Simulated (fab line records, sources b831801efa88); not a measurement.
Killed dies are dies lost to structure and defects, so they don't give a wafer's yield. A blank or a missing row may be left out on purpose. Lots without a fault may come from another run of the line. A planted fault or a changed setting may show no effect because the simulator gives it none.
Split-lot experiment | flow sfq_line | 5 lots, 23 wafers read, on a route of 325 steps

THE SPLIT
At SFQ_TRILAYER_M1_ETCH_METAL_ETCH_042 (etches Nb in Cl2/Ar, stops on SiO2, target depth 240 nm, time 120 s), the setting time_s was moved away from the recipe's 120 s on 6 of the 23 wafers read, by -6.6% to +13.5%. The other wafers ran this setting at the recipe's value.

The reading is taken at the split's own step.

THE READING
KrF_of_TRILAYER_M1_LITHO_COAT_039.thk_nm (the simulator's own value, which no gauge read), in nm, at SFQ_TRILAYER_M1_ETCH_METAL_ETCH_042 (etches Nb in Cl2/Ar, stops on SiO2, target depth 240 nm, time 120 s). The file gives no usual value for it. The 17 wafers here that ran the recipe average 382.4 nm, standard deviation 2.1 nm.

wafer  | tool, chamber at the split | time_s as run, s | against the recipe | KrF_of_TRILAYER_M1_LITHO_COAT_039.thk_nm, nm | against lot-mates on the recipe
L077.1 | rie_metal-03, 0            | 120              | recipe             | 380.6                                        | -
L077.2 | rie_metal-03, 1            | 112.1            | -6.6%              | 389.7                                        | +8.0
L077.4 | rie_metal-03, 0            | 112.1            | -6.6%              | 392.4                                        | +10.7
L077.5 | rie_metal-03, 0            | 120              | recipe             | 381.8                                        | -
L077.6 | rie_metal-03, 1            | 120              | recipe             | 382.6                                        | -
L079.1 | rie_metal-01, 0            | 120              | recipe             | 380.9                                        | -
L079.2 | rie_metal-01, 1            | 120              | recipe             | 384.5                                        | -
L079.3 | rie_metal-01, 1            | 120              | recipe             | 386.3                                        | -
L079.4 | rie_metal-01, 0            | 120              | recipe             | 379.8                                        | -
L079.6 | rie_metal-01, 1            | 120              | recipe             | 384.6                                        | -
L080.1 | rie_metal-02, 1            | 120              | recipe             | 380.2                                        | -
L080.2 | rie_metal-02, 0            | 120              | recipe             | 381                                          | -
L080.3 | rie_metal-02, 0            | 136.2            | +13.5%             | 360.4                                        | -20.5
L080.4 | rie_metal-02, 1            | 136.2            | +13.5%             | 359.9                                        | -21.0
L080.5 | rie_metal-02, 1            | 120              | recipe             | 381.4                                        | -
L081.1 | rie_metal-01, 1            | 120              | recipe             | 385.6                                        | -
L081.4 | rie_metal-01, 1            | 120              | recipe             | 386.1                                        | -
L081.5 | rie_metal-01, 0            | 120              | recipe             | 380.4                                        | -
L085.2 | rie_metal-03, 1            | 128.6            | +7.2%              | 369.6                                        | -12.2
L085.3 | rie_metal-03, 1            | 128.6            | +7.2%              | 369.4                                        | -12.4
L085.4 | rie_metal-03, 1            | 120              | recipe             | 381.2                                        | -
L085.5 | rie_metal-03, 1            | 120              | recipe             | 381                                          | -
L085.6 | rie_metal-03, 1            | 120              | recipe             | 383.2                                        | -

THE FIT
A straight line over all 23 wafers: KrF_of_TRILAYER_M1_LITHO_COAT_039.thk_nm changes by -1.61 nm for each +1% of time_s; r = -0.97; the points scatter about the line by 2.1 nm.
The same after taking each lot's own level away (the mean of its wafers on the recipe; 23 wafers): -1.54 nm for each +1%; r = -0.98; scatter 1.7 nm.
On that fit, the largest move of time_s shifts the reading by 21 nm.
The lots' own levels span 380.87 to 384.03 nm, that is 1.5 times the standard deviation above.
So the lot-to-lot level changes the slope little: the two slopes agree.
Check: with one of the wafers moved furthest among these (+13.5%) left out of the fit, the line predicts -21.3 nm for it against its lot-mates. It came out at -20.5 nm against them.

OTHER SPLITS ON THESE WAFERS
These wafers also went through other splits before the reading. Each is held against what the fit with the lots' levels taken away leaves over:
other split on the same wafers                 | wafers away from the commonest value | r with KrF_of_TRILAYER_M1_LITHO_COAT_039.thk_nm (lot level and that fit taken away)
SFQ_TRILAYER_INCOMING_OXIDATION_002 ox_time_s  | 18                                   | +0.04
SFQ_TRILAYER_L0_DEP_SPUTTER_003 time_s         | 5                                    | -0.12
SFQ_TRILAYER_L0_BARC_OPEN_METAL_ETCH_010 icp_w | 10                                   | +0.16
SFQ_TRILAYER_M0_LITHO_COAT_026 spin_rpm        | 9                                    | -0.15
SFQ_TRILAYER_M0_LITHO_EXPOSE_022 dose_mj       | 10                                   | -0.09
SFQ_TRILAYER_I0_VIA_LITHO_COAT_036 spin_rpm    | 6                                    | -0.01
SFQ_TRILAYER_M1_LITHO_PEB_042 peb_temp_c       | 4                                    | +0.02

THE FILE'S OWN FIT
KrF_of_TRILAYER_M1_LITHO_COAT_039.thk_nm changes by -1.55 nm for each +1% of time_s, r = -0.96.
